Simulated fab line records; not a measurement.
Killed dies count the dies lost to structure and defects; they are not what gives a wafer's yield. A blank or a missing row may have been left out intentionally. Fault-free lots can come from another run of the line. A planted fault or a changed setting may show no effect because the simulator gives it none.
What tool caused it?	flow sky130	6 lots with 18 wafers sampled at 3 steps, on a route of 708 steps

## WHAT THE GAUGES SHOWED, per wafer
SKY_LOCAL_INTERCONNECT_OVL_MEAS_12.
lot	measured	on	LOCAL_INTERCONNECT_OVL (nm)
L228	day 31 05:17	overlay-02	-8 -10 -1
L234	day 32 20:45	overlay-02	-4 -5 5
L236	day 33 11:53	overlay-01	-7 -9 -2
L238	day 34 07:31	overlay-01	5 2 1
L246	day 37 00:23	overlay-01	1 0 -6
L249	day 37 16:01	overlay-02	10 -2 -3

## WHICH TOOL RAN EACH LOT (tool, then ch and the chambers of the sampled wafers, then the start)
lot	SKY_LI_CONTACT_STRIP_16	SKY_LI_CONTACT_SPUTTER_20
L228	plasma_asher-02 ch 0,1, day 29 19:39	pvd_sputter-02, day 29 20:00
L234	plasma_asher-03 ch 1, day 31 16:56	pvd_sputter-02, day 31 17:19
L236	plasma_asher-03 ch 0,1, day 32 08:23	pvd_sputter-01, day 32 08:46
L238	plasma_asher-03 ch 1, day 33 03:38	pvd_sputter-01, day 33 04:01
L246	plasma_asher-03 ch 0,1, day 35 21:04	pvd_sputter-03, day 35 21:26
L249	plasma_asher-04 ch 0,1, day 36 13:14	pvd_sputter-03, day 36 13:37
- SKY_LI_CONTACT_STRIP_16: strips in O2/N2.
- SKY_LI_CONTACT_SPUTTER_20: material TiN, target thk 20 nm, time 80 s.

## THE ANSWER, worked out from the rows above alone
Rule: usual is defined by the lots themselves. Put in order of their means at a reading, lots are off if they are a third of the lots or fewer, leave a main group of 4 or more, and stand apart from it by a gap of 3 or more times the standard deviation of the main group's means; of several such gaps the widest counts. A main group whose means are all the same, to the digits that the tables above print for the reading, isn't used. Also off: a lot with no number at a reading for which 4 or more lots have one. Any other lot the step has rows for is counted as sound.
None of the lots is off at any reading shown; this tells nothing.

## WHAT WAS PUT IN BY THE SIMULATOR
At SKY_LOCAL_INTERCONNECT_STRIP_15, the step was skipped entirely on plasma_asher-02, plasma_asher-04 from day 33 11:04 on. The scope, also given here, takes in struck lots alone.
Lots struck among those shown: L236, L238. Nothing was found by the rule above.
